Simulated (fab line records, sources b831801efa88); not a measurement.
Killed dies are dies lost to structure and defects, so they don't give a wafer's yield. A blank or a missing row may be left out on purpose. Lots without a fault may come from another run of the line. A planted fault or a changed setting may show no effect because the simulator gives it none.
Which tool did it? | flow sky130 | 13 lots, 39 wafers sampled, at 3 steps of a route of 708

WHAT THE GAUGES READ, wafer by wafer
SKY_LI_CONTACT_THK_MEAS_01. Usual: LI_CONTACT_HDPCVD_THK 965 nm, standard deviation 12.
lot  | measured     | on            | LI_CONTACT_HDPCVD_THK (nm) | flag
L827 | day 27 22:46 | film_metro-04 | 979 962 970                |
L828 | day 28 10:05 | film_metro-04 | 964 960 976                |
L829 | day 28 18:55 | film_metro-02 | 972 973 962                |
L830 | day 29 07:07 | film_metro-03 | 952 965 979                |
L831 | day 29 14:34 | film_metro-03 | 967 958 987                |
L832 | day 30 11:49 | film_metro-02 | 955 967 953                |
L834 | day 30 14:54 | film_metro-02 | 972 971 992                |
L839 | day 32 14:17 | film_metro-02 | 982 948 963                |
L843 | day 33 21:28 | film_metro-02 | 970 952 954                |
L845 | day 34 02:14 | film_metro-03 | 962 969 979                |
L846 | day 34 08:29 | film_metro-03 | 979 961 967                |
L847 | day 34 13:51 | film_metro-03 | 987 984 966                |
L849 | day 35 07:23 | film_metro-03 | 962 952 965                |

SKY_LI_CONTACT_THK_MEAS_23: measures by xrf. Usual: LI_CONTACT_W_THK 397 nm, standard deviation 7.9.
lot  | measured     | on            | LI_CONTACT_W_THK (nm) | flag
L827 | day 29 04:08 | film_metro-04 | 395 400 400           |
L828 | day 29 15:23 | film_metro-04 | 406 394 389           |
L829 | day 30 00:01 | film_metro-04 | 396 397 389           |
L830 | day 30 11:59 | film_metro-03 | 399 382 398           |
L831 | day 30 19:28 | film_metro-04 | 390 400 399           |
L832 | day 31 16:26 | film_metro-02 | 398 384 386           |
L834 | day 31 19:45 | film_metro-02 | 384 384 397           |
L839 | day 33 18:03 | film_metro-02 | 389 410 390           |
L843 | day 35 01:34 | film_metro-03 | 407 396 405           |
L845 | day 35 06:25 | film_metro-02 | 393 389 399           |
L846 | day 35 13:00 | film_metro-04 | 414 402 413           |
L847 | day 35 17:45 | film_metro-02 | 409 393 397           |
L849 | day 36 10:12 | film_metro-04 | 401 401 403           |

WHICH TOOL RAN EACH LOT (tool, then ch and the chambers of the sampled wafers, then the start)
lot  | SKY_LI_CONTACT_ETCH_14
L827 | rie_diel-04 ch 0,1,2, day 29 03:19
L828 | rie_diel-03 ch 1,2, day 29 14:34
L829 | rie_diel-01 ch 1,2,3, day 29 23:13
L830 | rie_diel-01 ch 1,2,3, day 30 11:04
L831 | rie_diel-01 ch 1,2,3, day 30 18:38
L832 | rie_diel-03 ch 1,2,3, day 31 15:37
L834 | rie_diel-01 ch 0,1,2, day 31 18:55
L839 | rie_diel-04 ch 0,1,3, day 33 17:15
L843 | rie_diel-04 ch 0,2,3, day 35 00:45
L845 | rie_diel-03 ch 0,1,3, day 35 05:34
L846 | rie_diel-03 ch 1,2,3, day 35 12:01
L847 | rie_diel-04 ch 0,2,3, day 35 16:57
L849 | rie_diel-04 ch 0,1,2, day 36 09:24
- SKY_LI_CONTACT_ETCH_14: etches BARC in N2/H2, stops on SiO2, time 45.9 s, target depth 60 nm.

WHAT THE TOOLS THEMSELVES READ (means of the sampled wafers that have a number; where no wafer has one, the mark that the record gives instead)
SKY_LI_CONTACT_ETCH_14. Usual: drypump_motor_current_A 5.65 A, standard deviation 0.23; oes_product_au 0.855 a.u., standard deviation 0.0049; throttle_valve_pct 13.224 %, standard deviation 0.01.
lot  | tool        | drypump_motor_current_A (A) | oes_product_au (a.u.) | throttle_valve_pct (%) | flag
L827 | rie_diel-04 | 5.63                        | 0.852                 | 13.224                 |
L828 | rie_diel-03 | 5.83                        | 0.854                 | 13.221                 |
L829 | rie_diel-01 | 5.87                        | 0.862                 | 13.212                 |
L830 | rie_diel-01 | 5.87                        | 0.852                 | 13.232                 |
L831 | rie_diel-01 | 5.87                        | 0.856                 | 13.223                 |
L832 | rie_diel-03 | 5.66                        | 0.856                 | 13.222                 |
L834 | rie_diel-01 | 5.79                        | 0.853                 | 13.235                 |
L839 | rie_diel-04 | 5.68                        | 0.852                 | 13.228                 |
L843 | rie_diel-04 | 5.62                        | 0.856                 | 13.210                 |
L845 | rie_diel-03 | 5.42                        | 0.852                 | 13.224                 |
L846 | rie_diel-03 | 5.65                        | 0.857                 | 13.221                 |
L847 | rie_diel-04 | 5.63                        | 0.853                 | 13.231                 |
L849 | rie_diel-04 | 5.63                        | 0.854                 | 13.214                 |

THE ANSWER, worked out from the rows above alone
Rule: a lot is off if the mean of its wafers that have a number lies more than 3 standard deviations from the usual mean. A lot without any number at a reading at which 4 lots or more have one is off too. The other lots that the step has rows for count as sound. The gauges are gone through in route order, then the tools' own readings, and for those a lot's mean is taken as printed above. The first step at which some lot is off is used, and at that step the reading that is off furthest; a lot without a number counts as furthest.
No lot is off at any reading shown: from this, nothing can be told.

WHAT THE SIMULATOR HAD PUT IN
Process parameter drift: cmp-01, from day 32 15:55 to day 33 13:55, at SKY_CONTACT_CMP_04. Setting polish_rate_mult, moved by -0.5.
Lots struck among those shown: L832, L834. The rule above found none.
